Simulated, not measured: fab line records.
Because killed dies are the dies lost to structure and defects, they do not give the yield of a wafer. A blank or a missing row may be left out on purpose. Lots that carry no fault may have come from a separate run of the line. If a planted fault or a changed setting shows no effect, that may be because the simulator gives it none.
Comparing a struck lot with a sound one ; flow gf180mcu ; 14 steps out of a route of 602
Sound: these wafers, L955.1, L955.4, L955.5. Struck: wafers L942.2, L942.4, L942.5. The cause is named last.
Order at every step that has rows: each side's tool, ch and its chambers, its first start. Under that, the readings that differ: sound wafers ; struck wafers ; difference of the means ; sigmas: that difference in standard deviations of wafers without a fault.
alike: a reading whose means differ by less than 2 such deviations, as well as words and numbers matching on both sides. not compared: withheld readings; readings where some wafer has no value; bounds like >300 that might hide an equal value; numbers whose values overlap and for which the record gives no deviation.
A row with sigmas, a row that says differs or no value, or rows on one side alone: a step with any of these is where the two part. When numbers do not overlap yet have no deviation, they are printed without sigmas and do not part them. A reading that every wafer of one side lacks parts them only if that side has two wafers or more.

first, 2 steps without rows for these wafers: GF_M2_CLEAN_19 (cleans in DIW); GF_V2_CVD_00 (deposits SiO2, target thk 600 nm, time 100 s).
GF_V2_THK_MEAS_01:
  struck on film-metro-04, day 21 07:21; sound on film-metro-04, day 25 18:48
  alike: V2_CVD_00_THK
GF_V2_CVD_02: deposits SiO2 from TEOS, target thk 850 nm, time 94.851 s.
  sound on pecvd-01 ch 0,2, day 25 18:52; struck on pecvd-04 ch 0,2, day 21 07:24
reading;sound;struck;difference;sigmas
heater-power-w (W);796 687 844;523 721 596;-162;-2
GF_V2_THK_MEAS_03:
  struck on film-metro-01, day 21 07:29; sound on film-metro-03, day 25 18:56
  alike: V2_CVD_02_THK
GF_V2_CMP_04: polishes SiO2.
  sound on cmp-01 ch 0,2, day 25 19:02; struck on cmp-01 ch 1,2,3, day 21 07:35
  alike: motor-current-A, platen-rpm, slurry-filter-dp-kPa, time-to-endpoint-s
GF_V2_BOW_MEAS_05:
  struck on film-metro-01, day 21 07:52; sound on film-metro-04, day 25 19:17
  alike: V2_BOW
then, 5 steps without rows for these wafers: GF_V2_DEHYDRATE_06 (time 60 s); GF_V2_HMDS_07 (prime time 60 s); GF_V2_COAT_08; GF_V2_COAT_09 (resist thk 1000 nm); GF_V2_SOFTBAKE_10 (time 60 s).
GF_V2_EXPOSE_11: exposes mask Via2, target cd 260 nm.
  sound on krf-scanner-02 ch 0, day 26 06:26; struck on krf-scanner-02, day 21 19:47
  no value came back on the struck wafers for exposure-dose-mJ-cm2, focus-offset-nm (nm); on the sound wafers exposure-dose-mJ-cm2 reads 37.93 38.01 37.97
  alike: mask
then, 1 step without rows for these wafers: GF_V2_PEB_12 (peb time 90 s).

## WHERE THEY PART
Earliest at GF_V2_CVD_02; latest, in this record, at GF_V2_EXPOSE_11.

WHY: whatever the simulator had introduced
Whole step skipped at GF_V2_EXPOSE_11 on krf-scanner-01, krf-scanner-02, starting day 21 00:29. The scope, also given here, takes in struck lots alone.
